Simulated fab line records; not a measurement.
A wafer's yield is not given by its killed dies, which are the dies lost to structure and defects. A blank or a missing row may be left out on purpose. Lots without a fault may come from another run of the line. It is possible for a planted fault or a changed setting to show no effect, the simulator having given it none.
Which of the tools did it? + flow gf180mcu + 33 wafers from 11 lots sampled at 6 of the route's 602 steps

## WHAT EACH GAUGE READ, for each wafer
GF_HV_LDD_RS_MEAS_53: uses a four-point probe to measure. Usual: HV_LDD_RS 418.3 ohm/sq, standard deviation 0.89.
| lot  | measured     | on            | HV_LDD_RS (ohm/sq) | flag |
|------|--------------|---------------|--------------------|------|
| L144 | day 12 06:47 | film_metro-04 | 417.5 417.3 417.5  |      |
| L148 | day 13 18:54 | film_metro-04 | 420.2 419.7 419.8  |      |
| L150 | day 14 01:25 | film_metro-04 | 418.5 416.3 418.2  |      |
| L155 | day 15 17:23 | film_metro-02 | 419.7 419.5 418.9  |      |
| L157 | day 16 10:27 | film_metro-04 | 418.7 418.2 417.8  |      |
| L161 | day 19 03:00 | film_metro-02 | 417.6 418.3 417.4  |      |
| L162 | day 19 03:02 | film_metro-03 | 417.7 419.2 419.1  |      |
| L164 | day 20 03:11 | film_metro-02 | 418.6 419.2 419.1  |      |
| L166 | day 20 12:34 | film_metro-04 | 417.6 419.7 418.6  |      |
| L167 | day 20 13:46 | film_metro-03 | 417.8 417.3 418.4  |      |
| L165 | day 20 14:05 | film_metro-03 | 417.6 417.2 417.8  |      |

GF_PSD_TW_MEAS_11. Usual: PSD_TW 3167, standard deviation 32.
| lot  | measured     | on            | PSD_TW         | flag |
|------|--------------|---------------|----------------|------|
| L144 | day 14 03:50 | film_metro-04 | 3148 3140 3147 |      |
| L148 | day 15 16:53 | film_metro-01 | 3197 3173 3190 |      |
| L150 | day 15 21:27 | film_metro-04 | 3137 3138 3125 |      |
| L155 | day 17 17:08 | film_metro-01 | 3041 3064 3056 | OFF  |
| L157 | day 18 13:08 | film_metro-01 | 3051 3058 3036 | OFF  |
| L161 | day 21 05:34 | film_metro-04 | 3133 3142 3150 |      |
| L162 | day 21 06:38 | film_metro-01 | 3222 3213 3203 |      |
| L164 | day 22 06:17 | film_metro-01 | 3207 3200 3206 |      |
| L166 | day 22 14:44 | film_metro-04 | 3114 3116 3121 |      |
| L167 | day 22 15:53 | film_metro-01 | 3182 3220 3209 |      |
| L165 | day 22 17:08 | film_metro-01 | 3215 3197 3218 |      |

GF_PSD_RS_MEAS_15: uses a four-point probe to measure. Usual: PSD_RS 108.61 ohm/sq, standard deviation 0.27.
| lot  | measured     | on            | PSD_RS (ohm/sq)      | flag |
|------|--------------|---------------|----------------------|------|
| L144 | day 14 04:10 | film_metro-04 | 108.39 108.42 108.23 |      |
| L148 | day 15 17:13 | film_metro-04 | 108.73 108.88 108.85 |      |
| L150 | day 15 21:48 | film_metro-02 | 108.22 108.21 108.47 |      |
| L155 | day 17 17:29 | film_metro-04 | 119.15 119.24 119.60 | OFF  |
| L157 | day 18 13:29 | film_metro-04 | 119.39 119.01 119.45 | OFF  |
| L161 | day 21 05:53 | film_metro-04 | 109.15 108.73 108.83 |      |
| L162 | day 21 06:58 | film_metro-02 | 108.14 108.50 108.29 |      |
| L164 | day 22 06:37 | film_metro-01 | 108.31 108.43 108.40 |      |
| L166 | day 22 15:03 | film_metro-02 | 108.59 108.94 108.69 |      |
| L167 | day 22 16:13 | film_metro-02 | 109.06 109.19 109.03 |      |
| L165 | day 22 17:27 | film_metro-02 | 108.26 108.24 108.35 |      |

## TOOL THAT RAN EACH LOT (tool first, then ch and the chambers of the sampled wafers, then the start)
| lot  | GF_HV_LDD_STRIP_49                   | GF_PSD_IMPLANT_09               | GF_PSD_STRIP_10                      |
|------|--------------------------------------|---------------------------------|--------------------------------------|
| L144 | plasma_asher-03 ch 0,1, day 12 06:29 | implanter-02 ch 0, day 14 03:36 | plasma_asher-01 ch 0,1, day 14 03:43 |
| L148 | plasma_asher-03 ch 0,1, day 13 18:37 | implanter-01 ch 0, day 15 16:38 | plasma_asher-02 ch 0,1, day 15 16:47 |
| L150 | plasma_asher-03 ch 0,1, day 14 01:07 | implanter-02 ch 0, day 15 21:15 | plasma_asher-02 ch 0,1, day 15 21:22 |
| L155 | plasma_asher-04 ch 0,1, day 15 17:07 | implanter-01 ch 0, day 17 16:55 | plasma_asher-04 ch 0,1, day 17 17:04 |
| L157 | plasma_asher-04 ch 0,1, day 16 10:10 | implanter-01 ch 0, day 18 12:55 | plasma_asher-02 ch 0,1, day 18 13:04 |
| L161 | plasma_asher-02 ch 0,1, day 19 02:43 | implanter-02 ch 0, day 21 05:19 | plasma_asher-02 ch 0,1, day 21 05:28 |
| L162 | plasma_asher-04 ch 0,1, day 19 02:44 | implanter-04 ch 0, day 21 06:25 | plasma_asher-04 ch 1, day 21 06:32   |
| L164 | plasma_asher-02 ch 0,1, day 20 02:54 | implanter-01 ch 0, day 22 06:04 | plasma_asher-02 ch 0,1, day 22 06:11 |
| L166 | plasma_asher-04 ch 0,1, day 20 12:17 | implanter-04 ch 0, day 22 14:29 | plasma_asher-02 ch 0,1, day 22 14:38 |
| L167 | plasma_asher-02 ch 0,1, day 20 13:29 | implanter-04 ch 0, day 22 15:39 | plasma_asher-02 ch 1, day 22 15:48   |
| L165 | plasma_asher-02 ch 0,1, day 20 13:47 | implanter-04 ch 0, day 22 16:54 | plasma_asher-01 ch 0, day 22 17:01   |
- GF_HV_LDD_STRIP_49: strips in O2/N2.
- GF_PSD_IMPLANT_09
- GF_PSD_STRIP_10: strips in O2/N2.

## AS READ BY THE TOOLS THEMSELVES (means over the sampled wafers that have a number; for cases with no such wafer, the mark the record gives instead)
GF_HV_LDD_STRIP_49. Usual: drypump_motor_current_A 5.5 A, standard deviation 0.51; heater_power_w 345 W, standard deviation 31; oes_product_au 0.717 a.u., standard deviation 0.0043; strip_time_to_endpoint_s 12.61 s, standard deviation 0.037.
| lot  | tool            | drypump_motor_current_A (A) | heater_power_w (W) | oes_product_au (a.u.) | strip_time_to_endpoint_s (s) | flag |
|------|-----------------|-----------------------------|--------------------|-----------------------|------------------------------|------|
| L144 | plasma_asher-03 | 5.3                         | 329                | 0.718                 | 12.68                        |      |
| L148 | plasma_asher-03 | 5.3                         | 334                | 0.716                 | 12.62                        |      |
| L150 | plasma_asher-03 | 5.4                         | 348                | 0.723                 | 12.53                        |      |
| L155 | plasma_asher-04 | 5.3                         | 381                | 0.719                 | 12.59                        |      |
| L157 | plasma_asher-04 | 5.8                         | 357                | 0.719                 | 12.61                        |      |
| L161 | plasma_asher-02 | 5.4                         | 322                | 0.718                 | 12.61                        |      |
| L162 | plasma_asher-04 | 5.3                         | 363                | 0.714                 | 12.63                        |      |
| L164 | plasma_asher-02 | 5.7                         | 320                | 0.715                 | 12.65                        |      |
| L166 | plasma_asher-04 | 5.3                         | 370                | 0.717                 | 12.63                        |      |
| L167 | plasma_asher-02 | 5.7                         | 318                | 0.715                 | 12.65                        |      |
| L165 | plasma_asher-02 | 5.7                         | 326                | 0.716                 | 12.63                        |      |

GF_PSD_STRIP_10. Usual: drypump_motor_current_A 5.7 A, standard deviation 0.57; heater_power_w 338 W, standard deviation 25; oes_product_au 0.592 a.u., standard deviation 0.0044; strip_time_to_endpoint_s 16.502 s, standard deviation 0.029.
| lot  | tool            | drypump_motor_current_A (A) | heater_power_w (W) | oes_product_au (a.u.) | strip_time_to_endpoint_s (s) | flag |
|------|-----------------|-----------------------------|--------------------|-----------------------|------------------------------|------|
| L144 | plasma_asher-01 | 6.4                         | 356                | 0.591                 | 16.503                       |      |
| L148 | plasma_asher-02 | 5.7                         | 321                | 0.594                 | 16.502                       |      |
| L150 | plasma_asher-02 | 5.7                         | 325                | 0.592                 | 16.496                       |      |
| L155 | plasma_asher-04 | 5.8                         | 359                | 0.607                 | 15.867                       | OFF  |
| L157 | plasma_asher-02 | 5.4                         | 326                | 0.605                 | 15.839                       | OFF  |
| L161 | plasma_asher-02 | 5.4                         | 322                | 0.597                 | 16.458                       |      |
| L162 | plasma_asher-04 | 4.8                         | 384                | 0.589                 | 16.509                       |      |
| L164 | plasma_asher-02 | 5.4                         | 325                | 0.588                 | 16.515                       |      |
| L166 | plasma_asher-02 | 5.4                         | 325                | 0.592                 | 16.535                       |      |
| L167 | plasma_asher-02 | 5.9                         | 306                | 0.589                 | 16.488                       |      |
| L165 | plasma_asher-01 | 6.5                         | 337                | 0.593                 | 16.520                       |      |

## THE ANSWER, worked out from the rows above alone
Rule: take the mean of a lot's wafers that have a number; if it is more than 3 standard deviations from the usual mean, the lot is off. A lot without any number at a reading at which 4 lots or more have one is off too. The other lots that the step has rows for count as sound. After the gauges, taken in route order, come the tools' own readings; for these a lot's mean is taken, as printed above. At the first step where some lot is off, the reading lying furthest off is the one used; lots without a number count as furthest.
Off: L155, L157, seen at GF_PSD_TW_MEAS_11 (PSD_TW).
A tool fits if, at a process step before that reading, it ran every lot that is off, and no sound lot after the first of them. The gauges at GF_PSD_TW_MEAS_11 aren't tried: what is off there is off at GF_PSD_RS_MEAS_15 too, on other tools, and a gauge's error can't cause that. Not one of the candidates tried fits.

## WHAT THE SIMULATOR HAD PUT IN
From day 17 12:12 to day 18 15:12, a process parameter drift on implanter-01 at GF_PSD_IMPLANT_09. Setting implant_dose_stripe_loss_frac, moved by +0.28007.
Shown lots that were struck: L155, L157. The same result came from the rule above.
